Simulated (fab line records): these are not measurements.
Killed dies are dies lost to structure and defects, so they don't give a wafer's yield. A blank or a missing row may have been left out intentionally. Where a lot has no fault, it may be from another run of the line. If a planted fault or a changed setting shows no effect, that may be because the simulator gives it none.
fab line records	flow sky130
record: lots: 6	wafers: 16	last_day: 50
route steps=708 shown VIA1@475 METAL2@483 PAD_OPEN@708
lots that met no fault: taken from a fault-free run of the same line
start_h: start of the lot's first displayed wafer, in hours after the record's first day	wait_h: how many hours have passed since the lot's step before this one	" same as the row above	L1.1+2: a single row standing in for several wafers	- no value, or no start given	* or withheld: withheld	< > ~ a bound
route shown NAME@n: a module of which the file shows steps, and the number in the route of the first	usual: mean and standard deviation over wafers with no fault	same: alike in all rows	chamber/n: place in a boat	sites: the reading at each site	_std_site: the values' standard deviation	_edge_site: outer sites' mean less inner sites'	radius_mm: how far each site lies from the wafer's centre	mask NAME#n: copy n	behind: the last tool/chamber to shape the wafer	hold: why the lot went on hold/how many hours it stayed there/how the hold came to an end	device: names the non-switching transistor (n, p or np)	end of line: tests run on the same wafers once the route is complete	a step with no rows: only its recipe	killed: at the first sort, the dies lost to defects and structure; wafer yield is something else	map: per-die view of a wafer (x killed, . not killed, _ where there is no die)
set.NAME: setting as actually run; set.NAME@STEP: the setting as run at that earlier step	model.NAME: the simulator's own value behind a step, which no gauge read
a table for each step, a row for each wafer; lots at some steps of the route
services: when a tool's chamber went out of use (start_h, in hours from the record's first day, below 0 if earlier), for how many hours, and the reason
== steps ==
step: SKY_VIA1_STRIP_17
recipe: chemistry: post_etch_residue_remover	time_s: 1200	temp_c: 72.5
step: SKY_VIA1_CLEAN_18
recipe: chemistry: IPA	time_s: 180	temp_c: 25
step: SKY_VIA1_CLEAN_19
recipe: chemistry: O3/DIW	dry: n2_spin
step: SKY_VIA1_SPUTTER_20
recipe: material: TiN	target_thk_nm: 20	chamber_pressure_pa: 5	power_w: 4000	time_s: 80
step: SKY_VIA1_CVD_21
recipe: material: W	target_thk_nm: 270	time_s: 80.902	temp_c: 400	pressure_torr: 40
usual: heater_power_w: 890/120
lot.wafer	tool	chamber	start_h	wait_h	heater_power_w
L246.4	cvd_w-02	0	834.07	0.1	775
L246.5	"	1	"	"	790
L249.5	cvd_w-02	1	850.35	0.1	781
L249.6	"	0	"	"	793
L255.1	cvd_w-02	1	907.14	0.0	789
L255.4	"	1	"	"	825
L255.6	"	1	"	"	788
L256.1	cvd_w-02	1	910.27	0.0	788
L256.5	"	0	"	"	778
L256.6	"	1	"	"	802
L257.3	cvd_w-02	0	917.94	0.1	793
L257.4	"	1	"	"	792
L257.6	"	1	"	"	800
L263.3	cvd_w-01	1	952.50	0.1	1051
L263.5	"	0	"	"	911
L263.6	"	1	"	"	1062
step: SKY_VIA1_RS_MEAS_22
recipe: thk_meas_gauge: four-point-probe	reads: W_of_VIA1_CVD_21+TiN_of_VIA1_SPUTTER_20
usual: VIA1_W_RS: 0.429/0.0042
lot.wafer	tool	chamber	start_h	wait_h	VIA1_W_RS[ohm/sq]
L246.4	film_metro-04	-	834.19	0.1	0.431
L246.5	"	-	"	"	0.425
L249.5	film_metro-02	-	850.46	0.1	0.429
L249.6	"	-	"	"	0.429
L255.1	film_metro-03	-	907.23	0.1	0.428
L255.4	"	-	"	"	0.426
L255.6	"	-	"	"	0.426
L256.1	film_metro-02	-	910.36	0.1	0.425
L256.5	"	-	"	"	0.430
L256.6	"	-	"	"	0.431
L257.3	film_metro-03	-	918.04	0.1	0.431
L257.4	"	-	"	"	0.429
L257.6	"	-	"	"	0.427
L263.3	film_metro-04	-	952.60	0.1	0.431
L263.5	"	-	"	"	0.436
L263.6	"	-	"	"	0.433
step: SKY_VIA1_THK_MEAS_23
recipe: thk_meas_gauge: xrf	reads: W_of_VIA1_CVD_21
usual: VIA1_W_THK: 270/4
lot.wafer	tool	chamber	start_h	wait_h	VIA1_W_THK[nm]
L246.4	film_metro-04	-	834.28	0.1	273
L246.5	"	-	"	"	277
L249.5	film_metro-02	-	850.54	0.1	268
L249.6	"	-	"	"	269
L255.1	film_metro-03	-	907.35	0.1	274
L255.4	"	-	"	"	275
L255.6	"	-	"	"	275
L256.1	film_metro-02	-	910.48	0.1	269
L256.5	"	-	"	"	267
L256.6	"	-	"	"	266
L257.3	film_metro-03	-	918.14	0.1	268
L257.4	"	-	"	"	271
L257.6	"	-	"	"	271
L263.3	film_metro-04	-	952.70	0.1	270
L263.5	"	-	"	"	268
L263.6	"	-	"	"	271
step: SKY_VIA1_CMP_24
recipe: stop_on: SiO2	t_overpolish_s: 15	down_force_psi: 3.5	platen_rpm: 60	target_thk_nm: 0	pad_velocity_m_s: 0.94248
step: SKY_METAL2_SPUTTER_00
recipe: material: Ti	target_thk_nm: 15	power_w: 3000	time_s: 10	chamber_pressure_pa: 0.4
usual: throttle_valve_pct: 29.8/0.95
lot.wafer	tool	chamber	start_h	wait_h	throttle_valve_pct
L246.4	pvd_sputter-03	-	834.61	0.1	30.7
L246.5	"	-	"	"	29.5
L249.5	pvd_sputter-03	-	850.88	0.0	29.3
L249.6	"	-	"	"	30.7
L255.1	pvd_sputter-04	-	907.71	0.1	29.3
L255.4	"	-	"	"	31.4
L255.6	"	-	"	"	29.9
L256.1	pvd_sputter-01	-	910.84	0.2	29.7
L256.5	"	-	"	"	30.2
L256.6	"	-	"	"	30.3
L257.3	pvd_sputter-03	-	918.48	0.2	29.6
L257.4	"	-	"	"	31.0
L257.6	"	-	"	"	28.1
L263.3	pvd_sputter-03	-	953.04	0.1	28.2
L263.5	"	-	"	"	30.9
L263.6	"	-	"	"	27.9
step: SKY_METAL2_SPUTTER_01
recipe: material: TiN	target_thk_nm: 20	power_w: 6500	time_s: 16.7	chamber_pressure_pa: 0.4
step: SKY_METAL2_SPUTTER_02
recipe: material: AlCu	target_thk_nm: 250	power_w: 10600	time_s: 13.3	chamber_pressure_pa: 0.4
step: SKY_METAL2_SPUTTER_03
recipe: material: Ti	target_thk_nm: 5	power_w: 3000	time_s: 3.3	chamber_pressure_pa: 0.4
usual: throttle_valve_pct: 29.8/0.95
lot.wafer	tool	chamber	start_h	wait_h	throttle_valve_pct
L246.4	pvd_sputter-03	-	834.68	0.0	30.7
L246.5	"	-	"	"	29.3
L249.5	pvd_sputter-03	-	850.95	0.0	29.9
L249.6	"	-	"	"	30.8
L255.1	pvd_sputter-04	-	907.78	0.0	29.4
L255.4	"	-	"	"	31.5
L255.6	"	-	"	"	29.7
L256.1	pvd_sputter-01	-	910.91	0.0	30.0
L256.5	"	-	"	"	30.7
L256.6	"	-	"	"	30.1
L257.3	pvd_sputter-03	-	918.55	0.0	29.7
L257.4	"	-	"	"	30.6
L257.6	"	-	"	"	28.1
L263.3	pvd_sputter-03	-	953.11	0.0	28.2
L263.5	"	-	"	"	30.7
L263.6	"	-	"	"	28.1
step: SKY_METAL2_SPUTTER_04
recipe: material: TiN	target_thk_nm: 70	power_w: 6500	time_s: 58.3	chamber_pressure_pa: 0.4
usual: throttle_valve_pct: 29.8/0.95
lot.wafer	tool	chamber	start_h	wait_h	throttle_valve_pct	model.TiN_of_METAL2_SPUTTER_04.thk_nm
L246.4	pvd_sputter-03	-	834.70	0.0	30.8	39.63
L246.5	"	-	"	"	29.4	70.82
L249.5	pvd_sputter-03	-	850.98	0.0	29.4	70.58
L249.6	"	-	"	"	30.6	40.25
L255.1	pvd_sputter-04	-	907.80	0.0	29.4	70.11
L255.4	"	-	"	"	31.8	69.79
L255.6	"	-	"	"	29.8	70.43
L256.1	pvd_sputter-01	-	910.93	0.0	29.7	70.04
L256.5	"	-	"	"	30.1	70.43
L256.6	"	-	"	"	30.3	69.98
L257.3	pvd_sputter-03	-	918.57	0.0	29.6	70.08
L257.4	"	-	"	"	31.1	69.54
L257.6	"	-	"	"	28.3	71.1
L263.3	pvd_sputter-03	-	953.13	0.0	28.0	70.52
L263.5	"	-	"	"	30.9	69.87
L263.6	"	-	"	"	28.2	70.28
step: SKY_METAL2_RS_MEAS_05
recipe: thk_meas_gauge: four-point-probe	reads: TiN_of_METAL2_SPUTTER_04+Ti_of_METAL2_SPUTTER_03+AlCu_of_METAL2_SPUTTER_02+TiN_of_METAL2_SPUTTER_01+Ti_of_METAL2_SPUTTER_00
usual: METAL2_ALCU_RS: 0.1276/0.0017
lot.wafer	tool	chamber	start_h	wait_h	METAL2_ALCU_RS[ohm/sq]
L246.4	film_metro-04	-	834.81	0.1	0.1293
L246.5	"	-	"	"	0.1282
L249.5	film_metro-01	-	851.08	0.1	0.1286
L249.6	"	-	"	"	0.1293
L255.1	film_metro-01	-	907.85	0.0	0.1284
L255.4	"	-	"	"	0.1277
L255.6	"	-	"	"	0.1284
L256.1	film_metro-04	-	910.98	0.0	0.1309
L256.5	"	-	"	"	0.1305
L256.6	"	-	"	"	0.1299
L257.3	film_metro-04	-	918.66	0.1	0.1260
L257.4	"	-	"	"	0.1257
L257.6	"	-	"	"	0.1267
L263.3	film_metro-02	-	953.22	0.1	0.1248
L263.5	"	-	"	"	0.1257
L263.6	"	-	"	"	0.1255
step: SKY_METAL2_THK_MEAS_06
recipe: thk_meas_gauge: xrf	reads: AlCu_of_METAL2_SPUTTER_02
usual: METAL2_ALCU_THK: 247/3.2
lot.wafer	tool	chamber	start_h	wait_h	METAL2_ALCU_THK[nm]
L246.4	film_metro-04	-	834.90	0.1	263
L246.5	"	-	"	"	246
L249.5	film_metro-01	-	851.16	0.1	248
L249.6	"	-	"	"	264
L255.1	film_metro-01	-	907.97	0.1	246
L255.4	"	-	"	"	247
L255.6	"	-	"	"	246
L256.1	film_metro-04	-	911.10	0.1	243
L256.5	"	-	"	"	242
L256.6	"	-	"	"	244
L257.3	film_metro-04	-	918.76	0.1	251
L257.4	"	-	"	"	251
L257.6	"	-	"	"	248
L263.3	film_metro-02	-	953.32	0.1	249
L263.5	"	-	"	"	248
L263.6	"	-	"	"	250
step: SKY_METAL2_DEHYDRATE_07
recipe: temp_c: 200	time_s: 60
step: SKY_METAL2_HMDS_08
recipe: prime_time_s: 60	prime_temp_c: 120
step: SKY_METAL2_COAT_09
recipe: resist: BARC	temp_c: withheld	time_s: withheld	spin_rpm: 3000	resist_thk_nm: 60
step: SKY_METAL2_COAT_10
recipe: resist: KrF-thick	spin_rpm: 3000	resist_thk_nm: 450
step: SKY_METAL2_SOFTBAKE_11
recipe: temp_c: 100	time_s: 90	resist: KrF-thick
step: SKY_METAL2_EXPOSE_12
recipe: mask_id: MM2	na: 0.8	source_shape: annular	sigma_inner: 0.55	sigma_outer: 0.85	target_cd_nm: 140	dose_mj: 28
step: SKY_METAL2_PEB_13
recipe: peb_temp_c: withheld	peb_time_s: withheld	resist: KrF-thick
step: SKY_METAL2_DEVELOP_14
recipe: develop_time_s: 60	resist: KrF-thick	dev_temp_c: 21
step: SKY_METAL2_CD_MEAS_15
recipe: target_cd_nm: 140
usual: cd_nm: 139.7/1.7
lot.wafer	tool	chamber	start_h	wait_h	cd_nm
L246.4	cd_sem-01	-	861.08	-	141.3
L246.5	"	-	"	"	142.2
L249.5	cd_sem-01	-	876.95	-	137.2
L249.6	"	-	"	"	136.7
L255.1	cd_sem-02	-	932.83	-	137.1
L255.4	"	-	"	"	137.3
L255.6	"	-	"	"	136.3
L256.1	cd_sem-02	-	936.22	-	139.7
L256.5	"	-	"	"	139.6
L256.6	"	-	"	"	139.5
L257.3	cd_sem-01	-	943.28	-	143.0
L257.4	"	-	"	"	142.5
L257.6	"	-	"	"	141.2
L263.3	cd_sem-01	-	976.71	-	141.9
L263.5	"	-	"	"	140.1
L263.6	"	-	"	"	140.6
step: SKY_METAL2_OVL_MEAS_16
usual: METAL2_OVL: 1/4
lot.wafer	tool	chamber	start_h	wait_h	METAL2_OVL[nm]
L246.4	overlay-02	-	861.15	0.1	1
L246.5	"	-	"	"	-2
L249.5	overlay-01	-	877.01	0.0	6
L249.6	"	-	"	"	4
L255.1	overlay-01	-	932.95	0.1	-4
L255.4	"	-	"	"	-3
L255.6	"	-	"	"	3
L256.1	overlay-02	-	936.34	0.1	1
L256.5	"	-	"	"	-3
L256.6	"	-	"	"	-4
L257.3	overlay-01	-	943.37	0.1	4
L257.4	"	-	"	"	2
L257.6	"	-	"	"	3
L263.3	overlay-01	-	976.80	0.1	-5
L263.5	"	-	"	"	2
L263.6	"	-	"	"	5
step: SKY_METAL2_DESCUM_17
recipe: chemistry: O2	source_power_w: 150	bias_power_w: 0	pressure_mtorr: 10	temp_c: 40	time_s: 8
usual: drypump_motor_current_A: 5.8/0.49	oes_product_au: 1.002/0.011
lot.wafer	tool	chamber	start_h	wait_h	drypump_motor_current_A	oes_product_au	rf_hours_counter_h
L246.4	rie_metal-03	1	861.18	0.0	5.8	0.991	-
L246.5	"	1	"	"	5.8	0.988	-
L249.5	rie_metal-03	1	877.04	0.0	5.8	0.977	-
L249.6	"	0	"	"	5.3	1.005	-
L255.1	rie_metal-01	1	932.98	0.0	5.8	0.995	11
L255.4	"	0	"	"	4.9	1.010	-
L255.6	"	1	"	"	5.8	0.993	-
L256.1	rie_metal-02	1	936.37	0.0	6.3	1.008	3
L256.5	"	1	"	"	6.4	1.013	-
L256.6	"	1	"	"	6.4	1.018	-
L257.3	rie_metal-03	0	943.41	0.0	5.3	1.002	-
L257.4	"	1	"	"	5.7	1.005	-
L257.6	"	0	"	"	5.3	1.005	-
L263.3	rie_metal-02	0	976.83	0.0	6.0	1.008	-
L263.5	"	0	"	"	6.0	1.006	-
L263.6	"	1	"	"	6.3	1.006	-
step: SKY_METAL2_ETCH_18
recipe: chemistry: N2/H2	target: BARC	ion_energy_ev: 200	bias_w: 100	pressure_mtorr: 30	n2_flow_sccm: 100	h2_flow_sccm: 200	icp_w: 500	stop_on: SiO2	time_s: 45.9	target_depth_a: 600
step: SKY_METAL2_METAL_ETCH_19
recipe: target_depth_a: 3600	stop_on: SiO2	over_etch_frac: 0.3	time_s: 78	chemistry: Cl2/BCl3	resist_sidewall_deg: 88	pressure_mtorr: 10	icp_w: 900	bias_w: 48.5	Cl2_flow_sccm: 60	bcl3_flow_sccm: 30
step: SKY_METAL2_STRIP_20
recipe: chemistry: O2/N2	power_w: 1400	pressure_mtorr: 1500	platen_temp_c: withheld	o2_flow_sccm: 3000	n2_flow_sccm: 300	overash_fraction: 0.5
usual: drypump_motor_current_A: 5.68/0.26	oes_product_au: 0.343/0.005	strip_time_to_endpoint_s: 2.70/0.048
lot.wafer	tool	chamber	start_h	wait_h	drypump_motor_current_A	oes_product_au	rf_hours_counter_h	strip_time_to_endpoint_s
L246.4	plasma_asher-01	0	861.39	0.1	5.36	0.348	-	2.77
L246.5	"	1	"	"	5.81	0.342	-	2.79
L249.5	plasma_asher-01	1	877.27	0.1	5.82	0.344	-	2.75
L249.6	"	0	"	"	5.33	0.347	-	2.68
L255.1	plasma_asher-02	0	933.17	0.1	6.06	0.336	20	2.71
L255.4	"	1	"	"	5.34	0.346	-	2.67
L255.6	"	0	"	"	6.05	0.343	-	2.69
L256.1	plasma_asher-01	0	936.74	0.1	5.34	0.349	49	2.66
L256.5	"	0	"	"	5.34	0.342	-	2.66
L256.6	"	1	"	"	5.82	0.335	-	2.65
L257.3	plasma_asher-04	0	943.61	0.1	5.68	0.346	-	2.71
L257.4	"	1	"	"	5.86	0.347	-	2.76
L257.6	"	0	"	"	5.69	0.347	-	2.70
L263.3	plasma_asher-01	1	977.04	0.1	5.83	0.345	-	2.73
L263.5	"	1	"	"	5.81	0.343	-	2.74
L263.6	"	0	"	"	5.34	0.348	-	2.66
step: SKY_METAL2_STRIP_21
recipe: chemistry: post_etch_residue_remover	time_s: 1200	temp_c: 72.5
usual: bath_guard_temp_C: 72.6/0.69
lot.wafer	tool	chamber	start_h	wait_h	bath_guard_temp_C	model.TiN_of_METAL2_SPUTTER_04.thk_nm
L246.4	wet_bench-02	3	861.46	0.0	71.8	39.21
L246.5	"	3	"	"	71.6	70.4
L249.5	wet_bench-02	2	877.31	0.0	72.6	70.17
L249.6	"	2	"	"	72.3	39.83
L255.1	wet_bench-04	1	933.27	0.1	71.9	69.69
L255.4	"	1	"	"	72.4	69.37
L255.6	"	1	"	"	71.7	70.01
L256.1	wet_bench-01	0	936.84	0.1	72.6	69.62
L256.5	"	0	"	"	72.6	70.01
L256.6	"	0	"	"	72.4	69.56
L257.3	wet_bench-01	0	943.68	0.0	72.5	69.66
L257.4	"	0	"	"	72.9	69.12
L257.6	"	0	"	"	72.6	70.68
L263.3	wet_bench-01	1	977.11	0.0	72.6	70.11
L263.5	"	1	"	"	73.0	69.46
L263.6	"	1	"	"	72.8	69.87
step: SKY_METAL2_CLEAN_22
recipe: chemistry: IPA	time_s: 180	temp_c: 25
step: SKY_PAD_OPEN_PROBE_99
usual: defect_limited_yield: 82.3/1.9	killed_at_M0_to_M3: 44/6.9	killed_at_M4_up: 3.3/2.1	killed_at_contacts: 24/4.8	killed_at_front_end: 15/4.4	killed_at_other: 0.2/0.48	killed_dies: 87/9.5	killed_open: 48/6.5	killed_short: 39/6.3	sort_bin_3_pad_short: 0.9/0.48	sort_bin_5_function: 10.5/1.5	sort_bin_6_memory: 6.3/1.1	sort_n_pass: 405/9.5	sort_yield_pct: 82.3/1.9
same: gross_dies: 492	killed_at_back_side: 0	sort_bin_4_leakage[%]: 0	sort_bin_8_speed[%]: 0
lot.wafer	tool	chamber	start_h	wait_h	defect_limited_yield[%]	killed_at_M0_to_M3	killed_at_M4_up	killed_at_contacts	killed_at_front_end	killed_at_other	killed_dies	killed_open	killed_short	sort_bin_3_pad_short[%]	sort_bin_5_function[%]	sort_bin_6_memory[%]	sort_n_pass	sort_yield_pct[%]	model.etest.via2_chain.rc_ohm
L246.4	prober-01	-	1106.72	0.2	81.1	48	0	31	14	0	93	51	42	0.8	12.6	5.5	399	81.1	9.31
L246.5	prober-01	-	1106.77	0.2	78.7	48	7	22	28	0	105	53	50	1.2	13.4	6.7	387	78.7	10.25
L249.5	prober-02	-	1119.41	0.2	85.2	35	5	24	9	0	73	46	25	0.8	7.5	6.5	419	85.2	10.01
L249.6	prober-02	-	1119.46	0.2	87.2	31	1	17	13	1	63	27	36	1.4	6.3	5.1	429	87.2	9.668
L255.1	prober-02	-	1161.16	0.1	82.3	52	2	23	10	0	87	49	38	0.8	11.4	5.5	405	82.3	10.12
L255.4	prober-02	-	1161.31	0.2	86.8	32	1	21	11	0	65	33	32	1.0	7.9	4.3	427	86.8	9.837
L255.6	prober-02	-	1161.41	0.2	83.1	39	4	23	17	0	83	43	40	0.4	11.8	4.7	409	83.1	10.14
L256.1	prober-01	-	1165.66	0.1	82.9	38	7	19	20	0	84	45	39	1.0	9.3	6.7	408	82.9	10.16
L256.5	prober-01	-	1165.86	0.2	81.5	51	3	24	13	0	91	52	39	0.6	10.8	7.1	401	81.5	10.05
L256.6	prober-01	-	1165.91	0.2	86.0	33	5	20	11	0	69	38	31	0.4	7.9	5.7	423	86.0	10.2
L257.3	prober-02	-	1168.22	0.2	82.7	39	9	20	17	0	85	45	39	0.2	10.2	6.9	407	82.7	10.1
L257.4	prober-02	-	1168.27	0.2	79.3	45	8	28	21	0	102	50	52	0.6	14.6	5.5	390	79.3	10.28
L257.6	prober-02	-	1168.37	0.2	85.0	40	1	23	10	0	74	39	34	0.8	7.9	6.3	418	85.0	9.872
L263.3	prober-02	-	1191.35	0.2	84.1	36	4	23	15	0	78	38	40	1.2	9.3	5.3	414	84.1	10.03
L263.5	prober-02	-	1191.45	0.2	81.5	52	3	20	15	1	91	45	46	0.8	11.2	6.5	401	81.5	10.63
L263.6	prober-02	-	1191.50	0.2	82.1	54	2	21	11	0	88	52	36	0.8	11.2	5.9	404	82.1	10.36
killed by level:class
L246.4 CONTACT:geometric_particle:open=13 VIA1:geometric_particle:open=12 METAL2:geometric_particle:short=9 LOCAL_INTERCONNECT:geometric_particle:short=8 VIA1:geometric_particle:short=7 VIA3:geometric_particle:open=6 POLY_GATE:geometric_particle:open=5 VIA2:geometric_particle:open=5
L246.5 VIA3:geometric_particle:open=11 CONTACT:geometric_particle:open=8 FIELD_ISO:geometric_particle:open=7 FIELD_ISO:geometric_particle:short=6 POLY_GATE:geometric_particle:short=6 VIA3:geometric_particle:short=6 POLY_GATE:geometric_particle:open=5 LI_CONTACT:geometric_particle:open=5
L249.5 VIA2:geometric_particle:open=11 METAL1:geometric_particle:short=9 VIA1:geometric_particle:open=9 CONTACT:geometric_particle:open=8 LI_CONTACT:geometric_particle:open=7 FIELD_ISO:geometric_particle:open=5 CONTACT:geometric_particle:short=5 METAL4:geometric_particle:short=3
L249.6 LOCAL_INTERCONNECT:geometric_particle:short=6 VIA1:geometric_particle:open=5 FIELD_ISO:geometric_particle:short=4 CONTACT:geometric_particle:short=4 METAL1:geometric_particle:short=4 VIA2:geometric_particle:open=4 VIA2:geometric_particle:short=4 VIA3:geometric_particle:open=4
L255.1 VIA1:geometric_particle:open=11 VIA3:geometric_particle:open=10 CONTACT:geometric_particle:open=8 VIA2:geometric_particle:open=8 CONTACT:geometric_particle:short=7 VIA3:geometric_particle:short=6 VIA1:geometric_particle:short=5 LI_CONTACT:geometric_particle:open=4
L255.4 VIA2:geometric_particle:open=9 CONTACT:geometric_particle:open=8 CONTACT:geometric_particle:short=8 METAL1:geometric_particle:short=5 VIA3:geometric_particle:open=4 FIELD_ISO:geometric_particle:short=3 VIA1:geometric_particle:open=3 VIA2:geometric_particle:short=3
L255.6 METAL1:geometric_particle:short=9 FIELD_ISO:geometric_particle:open=7 VIA1:geometric_particle:open=7 LI_CONTACT:geometric_particle:open=6 CONTACT:geometric_particle:short=6 CONTACT:geometric_particle:open=6 METAL2:geometric_particle:short=6 VIA2:geometric_particle:open=5
L256.1 VIA1:geometric_particle:open=11 CONTACT:geometric_particle:open=7 FIELD_ISO:geometric_particle:open=6 FIELD_ISO:geometric_particle:short=6 POLY_GATE:geometric_particle:short=5 LI_CONTACT:geometric_particle:open=5 METAL1:geometric_particle:short=5 VIA1:geometric_particle:short=5
L256.5 VIA1:geometric_particle:open=14 CONTACT:geometric_particle:open=10 VIA3:geometric_particle:open=9 VIA1:geometric_particle:short=5 METAL2:geometric_particle:short=5 VIA2:geometric_particle:open=5 FIELD_ISO:geometric_particle:short=4 POLY_GATE:geometric_particle:short=4
L256.6 VIA1:geometric_particle:open=11 CONTACT:geometric_particle:open=8 VIA1:geometric_particle:short=6 VIA3:geometric_particle:open=5 FIELD_ISO:geometric_particle:short=4 LOCAL_INTERCONNECT:geometric_particle:short=4 POLY_GATE:geometric_particle:open=4 LI_CONTACT:geometric_particle:open=4
L257.3 VIA1:geometric_particle:open=11 FIELD_ISO:geometric_particle:short=7 CONTACT:geometric_particle:open=7 FIELD_ISO:geometric_particle:open=6 VIA2:geometric_particle:open=6 METAL4:geometric_particle:short=6 VIA1:geometric_particle:short=5 VIA3:geometric_particle:open=5
L257.4 CONTACT:geometric_particle:open=12 VIA1:geometric_particle:open=9 VIA2:geometric_particle:short=8 LI_CONTACT:geometric_particle:short=7 POLY_GATE:geometric_particle:open=6 METAL4:geometric_particle:short=6 FIELD_ISO:geometric_particle:open=5 FIELD_ISO:geometric_particle:short=5
L257.6 CONTACT:geometric_particle:open=9 VIA1:geometric_particle:open=8 LOCAL_INTERCONNECT:geometric_particle:short=5 METAL1:geometric_particle:short=5 VIA1:geometric_particle:short=5 VIA2:geometric_particle:open=5 LI_CONTACT:geometric_particle:open=4 CONTACT:geometric_particle:short=3
L263.3 LI_CONTACT:geometric_particle:open=10 FIELD_ISO:geometric_particle:short=6 LOCAL_INTERCONNECT:geometric_particle:short=6 METAL2:geometric_particle:short=6 VIA2:geometric_particle:open=6 VIA1:geometric_particle:open=5 METAL1:geometric_particle:short=4 VIA3:geometric_particle:open=4
L263.5 VIA1:geometric_particle:open=8 METAL1:geometric_particle:short=8 METAL2:geometric_particle:short=8 LI_CONTACT:geometric_particle:open=7 FIELD_ISO:geometric_particle:short=5 FIELD_ISO:geometric_particle:open=5 VIA2:geometric_particle:open=5 VIA2:geometric_particle:short=5
L263.6 VIA1:geometric_particle:open=11 VIA3:geometric_particle:open=8 LI_CONTACT:geometric_particle:open=7 VIA2:geometric_particle:open=7 CONTACT:geometric_particle:open=7 METAL1:geometric_particle:short=5 VIA1:geometric_particle:short=5 FIELD_ISO:geometric_particle:open=4
== services ==
tool	chamber	start_h	hours	kind
pvd_sputter-01	-	818.33	4.8	repair
rie_metal-03	-	820.09	0.5	repair
rie_metal-02	-	830.88	2.8	pm
cvd_w-02	-	830.98	1.4	repair
rie_metal-01	-	852.71	0.6	repair
rie_metal-02	1	868.71	-	clean
rie_metal-02	1	868.71	21.3	scheduled_down
rie_metal-03	1	886.46	-	clean
rie_metal-03	1	886.46	18.4	scheduled_down
rie_metal-03	1	886.46	18.4	vent_cycle
rie_metal-01	1	891.75	7.3	repair
plasma_asher-04	-	895.76	11.9	repair
cvd_w-01	-	904.00	14.0	pm
wet_bench-02	-	905.77	4.3	repair
plasma_asher-01	-	913.27	14.6	pm
pvd_sputter-01	-	917.61	70.1	repair
plasma_asher-02	-	930.14	2.8	repair
pvd_sputter-04	-	931.62	4.3	repair
cvd_w-02	-	940.44	0.8	repair
plasma_asher-04	-	962.06	0.3	repair
cvd_w-02	-	968.80	0.5	repair
pvd_sputter-03	-	969.41	24.1	repair
cvd_w-02	-	972.38	3.8	pm
wet_bench-02	-	976.54	2.2	repair
== key ==
first_sign: step: SKY_METAL2_THK_MEAS_06	reading: METAL2_ALCU_THK	direction: up	sigmas: 5	usual: 247	struck: 263
effect none on later readings
model_effect: step: SKY_METAL2_SPUTTER_04	value: TiN_of_METAL2_SPUTTER_04.thk_nm	without: 70.16	struck: 39.94
model_effect: step: SKY_METAL2_STRIP_21	value: TiN_of_METAL2_SPUTTER_04.thk_nm	without: 69.74	struck: 39.52
model_effect: step: SKY_PAD_OPEN_PROBE_99	value: etest.via2_chain.rc_ohm	without: 10.37	struck: 9.489
met_at SKY_METAL2_SPUTTER_04
struck_wafers L246.4,L249.6
fault: kind: process_parameter_drift	tool: pvd_sputter-03	chamber: -	onset_h: 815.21	steps: SKY_METAL2_SPUTTER_04	channel: target_thk_nm	offset: -30.215	shape: step	end_h: 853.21	scope: struck_wafers_only	acts_in: these_recipes_only	stated: 70
